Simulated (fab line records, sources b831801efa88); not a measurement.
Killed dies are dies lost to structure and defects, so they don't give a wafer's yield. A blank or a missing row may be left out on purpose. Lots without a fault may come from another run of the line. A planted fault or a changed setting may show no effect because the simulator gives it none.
One fault seen from 2 desks | flow sky130 | each desk has only its own numbers; what lay behind them comes last

THE TOOL OWNER'S DESK: cmp-01
The tool's own readings at SKY_LI_CONTACT_CMP_02 (polishes PSG): means of the sampled wafers that have a number, for each lot that ran on this tool. A lot is out of limits, marked OUT, if its mean lies more than 4 standard deviations from the usual mean; the brackets give that distance.
Columns: A = motor_current_A at SKY_LI_CONTACT_CMP_02, usual 12.7 A; B = slurry_filter_dp_kPa at SKY_LI_CONTACT_CMP_02, usual 13.49 kPa; C = time_to_endpoint_s at SKY_LI_CONTACT_CMP_02, usual 30.2 s
lot  | first seen here | A    | B     | C
L823 | day 28 06:34    | 13.3 | 13.54 | 29.8
L824 | day 28 06:58    | 13.1 | 13.52 | 32.2
L825 | day 28 20:22    | 13.1 | 13.47 | 17.0 (-5.5) OUT
L826 | day 29 02:19    | 12.0 | 13.41 | 17.3 (-5.4) OUT
L836 | day 32 14:08    | 12.0 | 13.50 | 29.2
L839 | day 33 12:19    | 12.9 | 13.38 | 35.2
L841 | day 33 23:43    | 12.1 | 13.60 | 29.1
L842 | day 34 16:13    | 12.7 | 13.66 | 30.0
L844 | day 34 22:01    | 13.0 | 13.54 | 32.0
L845 | day 34 23:52    | 13.0 | 13.52 | 30.5
This desk's finding: out of limits on L825, L826; first on L825, day 28 20:22 (time_to_endpoint_s at SKY_LI_CONTACT_CMP_02). In limits: L823, L824, L836, L839, L841, L842, L844, L845.

THE METROLOGY DESK
What the gauges read, lot by lot, whatever tool the lot ran on: means of the sampled wafers that have a number. A lot is out of limits, marked OUT, if its mean lies more than 4 standard deviations from the usual mean; the brackets give that distance.
Columns: A = LI_CONTACT_BOW at SKY_LI_CONTACT_BOW_MEAS_03, usual 55 um
lot  | first seen here | A
L823 | day 28 06:53    | 56
L824 | day 28 07:10    | 61
L825 | day 28 20:37    | 54
L826 | day 29 02:35    | 61
L836 | day 32 14:23    | 51
L837 | day 32 15:40    | 58
L839 | day 33 12:35    | 58
L840 | day 33 15:55    | 48
L841 | day 33 23:58    | 64
L842 | day 34 16:28    | 53
L843 | day 34 17:47    | 54
L844 | day 34 22:20    | 57
L845 | day 35 00:13    | 47
L846 | day 35 20:25    | 51
This desk's finding: nothing out of limits on any of the 14 lots.

PUT TOGETHER
The tool owner's desk could have raised an alarm at day 28 20:22, on L825, L826.
The metrology desk saw nothing out of limits.
The metrology desk has L825, L826 on record, within its limits.
Of the lots named, all ran SKY_LI_CONTACT_CMP_02 on cmp-01.

WHAT THE SIMULATOR HAD PUT IN
Process parameter drift: cmp-01, from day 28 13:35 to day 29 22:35, at SKY_LI_CONTACT_CMP_02. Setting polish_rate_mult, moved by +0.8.
Lots struck among those shown: L825, L826.
Hours from the fault's start to each desk's first reading out of limits: the tool owner's desk, 7.
